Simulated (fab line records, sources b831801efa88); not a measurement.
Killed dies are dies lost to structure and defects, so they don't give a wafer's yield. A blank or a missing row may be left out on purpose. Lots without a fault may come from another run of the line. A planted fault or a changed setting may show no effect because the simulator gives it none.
One fault seen from 2 desks | flow sky130 | each desk has only its own numbers; what lay behind them comes last

THE METROLOGY DESK
What the gauges read, lot by lot, whatever tool the lot ran on: means of the sampled wafers that have a number. A lot is out of limits, marked OUT, if its mean lies more than 4 standard deviations from the usual mean; the brackets give that distance.
Columns: A = cd_nm at SKY_FIELD_ISO_CD_MEAS_13, usual 149.8 nm; B = PWDE_OVL at SKY_PWDE_OVL_MEAS_07, usual 0.4 nm; C = NWELL_TW at SKY_NWELL_TW_MEAS_15, usual 1810
lot  | first seen here | A     | B    | C
L494 | day 2 15:21     | 148.2 | -0.5 | 1839
L495 | day 2 19:48     | 151.0 | 0.9  | 1842
L496 | day 3 02:47     | 148.0 | 2.2  | 1787
L497 | day 3 08:53     | 150.9 | -0.0 | 1799
L498 | day 3 13:08     | 149.0 | -0.3 | 1830
L499 | day 3 20:07     | 146.8 | -0.8 | 1788
L500 | day 3 23:29     | 149.2 | 0.5  | 1836
L501 | day 4 02:03     | 148.3 | 0.9  | 1787
L502 | day 4 08:19     | 150.2 | -0.9 | 1276 (-24) OUT
L512 | day 6 13:42     | 149.6 | 2.4  | 1792
L513 | day 6 18:54     | 151.7 | 2.0  | 1840
L514 | day 6 22:47     | 148.6 | 0.7  | 1785
L515 | day 7 06:09     | 151.4 | 0.0  | 1791
This desk's finding: out of limits on L502; first on L502, day 6 23:46 (NWELL_TW at SKY_NWELL_TW_MEAS_15). In limits: L494, L495, L496, L497, L498, L499, L500, L501, L512, L513, L514, L515.

THE TOOL OWNER'S DESK: plasma_asher-04
The tool's own readings at SKY_PWDE_STRIP_09 (strips in O2/N2): means of the sampled wafers that have a number, for each lot that ran on this tool. A lot is out of limits, marked OUT, if its mean lies more than 4 standard deviations from the usual mean; the brackets give that distance.
Columns: A = drypump_motor_current_A at SKY_PWDE_STRIP_09, usual 5.7 A; B = n2_flow_sccm at SKY_PWDE_STRIP_09, usual 300.2 sccm; C = oes_product_au at SKY_PWDE_STRIP_09, usual 0.722 a.u.; D = strip_time_to_endpoint_s at SKY_PWDE_STRIP_09, usual 36.96 s
lot  | first seen here | A   | B     | C               | D
L494 | day 4 07:56     | 5.2 | 300.8 | 0.725           | 36.91
L497 | day 5 02:01     | 5.2 | 299.7 | 0.726           | 37.03
L500 | day 5 18:50     | 5.7 | 299.4 | 0.722           | 36.88
L501 | day 5 21:23     | 5.2 | 299.9 | 0.719           | 36.84
L502 | day 6 04:25     | 5.7 | 299.4 | 0.955 (+55) OUT | -
L512 | day 8 12:02     | 5.2 | 300.7 | 0.720           | 36.97
This desk's finding: out of limits on L502; first on L502, day 6 04:25 (oes_product_au at SKY_PWDE_STRIP_09). In limits: L494, L497, L500, L501, L512.

PUT TOGETHER
The tool owner's desk could have raised an alarm at day 6 04:25, on L502.
The metrology desk could have raised an alarm at day 6 23:46, on L502.
Of the lots named, all ran SKY_PWDE_STRIP_09 on plasma_asher-04.

WHAT THE SIMULATOR HAD PUT IN
Strip aborted: plasma_asher-04, from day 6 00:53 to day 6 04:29, at SKY_PWDE_STRIP_09. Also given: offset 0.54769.
Lots struck among those shown: L502.
Hours from the fault's start to each desk's first reading out of limits: the tool owner's desk, 4; the metrology desk, 23.
